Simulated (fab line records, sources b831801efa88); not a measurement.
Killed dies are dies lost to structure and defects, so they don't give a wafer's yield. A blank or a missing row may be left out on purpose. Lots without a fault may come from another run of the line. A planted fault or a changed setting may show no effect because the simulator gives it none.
Which tool did it? | flow gf180mcu | 6 lots, 18 wafers sampled, at 3 steps of a route of 602

WHAT THE GAUGES READ, wafer by wafer
GF_V5_THK_MEAS_03.
lot  | measured     | on            | V5_CVD_02_THK (nm)
L371 | day 26 17:12 | film_metro-03 | 1461 1447 1499
L372 | day 27 07:25 | film_metro-01 | 1477 1481 1514
L377 | day 28 13:14 | film_metro-04 | 1436 1504 1488
L379 | day 29 05:04 | film_metro-04 | 1400 1420 1428
L390 | day 32 08:44 | film_metro-03 | 1436 2462 1440
L393 | day 32 21:58 | film_metro-04 | 1445 1436 1469

WHICH TOOL RAN EACH LOT (tool, then ch and the chambers of the sampled wafers, then the start)
lot  | GF_MIM_SPUTTER_02            | GF_V5_CVD_02
L371 | pvd_sputter-03, day 24 20:55 | pecvd-02 ch 1,2, day 26 17:04
L372 | pvd_sputter-04, day 25 12:11 | pecvd-02 ch 0,2, day 27 07:19
L377 | pvd_sputter-01, day 26 18:56 | pecvd-03 ch 0,1,2, day 28 13:06
L379 | pvd_sputter-03, day 27 11:37 | pecvd-04 ch 0,1,2, day 29 04:57
L390 | pvd_sputter-01, day 30 20:31 | pecvd-03 ch 0,2, day 32 08:37
L393 | pvd_sputter-03, day 31 10:43 | pecvd-02 ch 0,1,2, day 32 21:52
- GF_MIM_SPUTTER_02: material AlCu, target thk 450 nm, time 23.9 s.
- GF_V5_CVD_02: deposits SiO2 from TEOS, target thk 1450 nm, time 163.28 s.

THE ANSWER, worked out from the rows above alone
Rule: what is usual is taken from the lots themselves. Put in order of their means at a reading, lots are off if they are a third of the lots or fewer, leave a main group of 4 or more, and stand apart from it by a gap of 3 or more times the standard deviation of the main group's means; of several such gaps the widest counts. A main group whose means are all the same, to the digits that the tables above print for the reading, isn't used. A lot without any number at a reading at which 4 lots or more have one is off too. The other lots that the step has rows for count as sound.
Off: L390, at GF_V5_THK_MEAS_03 (V5_CVD_02_THK). The main group: mean 1460 nm, standard deviation 26.
A tool fits if, at a process step before that reading, it ran every lot that is off, and no sound lot after the first of them. The gauges at GF_V5_THK_MEAS_03 are tried like those tools. Can't be told from this: 3 tools fit, pvd_sputter-01 at GF_MIM_SPUTTER_02, pecvd-03 at GF_V5_CVD_02, film_metro-03 at GF_V5_THK_MEAS_03.

WHAT THE SIMULATOR HAD PUT IN
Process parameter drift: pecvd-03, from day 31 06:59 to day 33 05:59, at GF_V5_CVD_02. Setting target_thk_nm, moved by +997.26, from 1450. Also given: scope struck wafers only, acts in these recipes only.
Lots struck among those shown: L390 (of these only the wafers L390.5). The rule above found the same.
